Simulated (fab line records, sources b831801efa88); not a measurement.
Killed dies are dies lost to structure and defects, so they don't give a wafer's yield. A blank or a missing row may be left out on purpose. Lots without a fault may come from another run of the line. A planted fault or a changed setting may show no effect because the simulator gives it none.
Chamber matching | flow gf180mcu | GF_PASSIVATION_ETCH_11 on rie_diel-02: 4 sister chambers
The step etches the open film in CF4/O2, stops on TiN, target depth 2040 nm, time 453.3 s. 8 wafers are shown with their chamber, then 7 later ones without.

WAFERS WITH THEIR CHAMBER
wafer  | chamber | drypump_motor_current_A (A) | oes_product_au (a.u.)
L077.6 | 3       | 5.58                        | 0.991
L082.4 | 2       | 5.98                        | 0.999
L082.6 | 0       | 5.50                        | 0.981
L083.2 | 3       | 5.56                        | 0.988
L083.3 | 1       | 5.53                        | 0.991
L083.4 | 0       | 5.52                        | 0.984
L086.1 | 2       | 5.97                        | 0.994
L086.3 | 1       | 5.50                        | 0.985

WAFERS WITHOUT THEIR CHAMBER
wafer  | drypump_motor_current_A (A) | oes_product_au (a.u.)
L086.6 | 5.52                        | 1.000
L087.1 | 5.97                        | 0.996
L087.3 | 5.50                        | 0.994
L087.4 | 5.56                        | 0.988
L092.1 | 5.49                        | 0.969
L092.3 | 6.01                        | 0.983
L092.5 | 5.57                        | 0.993

WHICH CHAMBER EACH WENT THROUGH
wafer  | from the rows above          | in truth
L086.6 | can't be placed: 1 or 3 or 0 | 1
L087.1 | 2                            | 2
L087.3 | can't be placed: 1 or 0      | 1
L087.4 | 3                            | 3
L092.1 | can't be placed: 0 or 1      | 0
L092.3 | 2                            | 2
L092.5 | 3                            | 3
Placed correctly: 4 of 7. Can't be placed from these rows: 3 (the true chamber is among the candidates in 3). Placed wrongly: 0.
How it was worked out, from the rows above alone: a wafer's distance from a chamber is the root of the sum, over the readings, of the square of ((its reading less the chamber's mean) divided by the reading's scatter). The wafer belongs to the nearest chamber; if the next one is less than 2 further off, it can't be placed. A chamber's mean is the mean of its shown wafers. The scatter: the root of (the sum of the squares of (reading less its chamber's mean) over the shown wafers, divided by (wafers less chambers)).
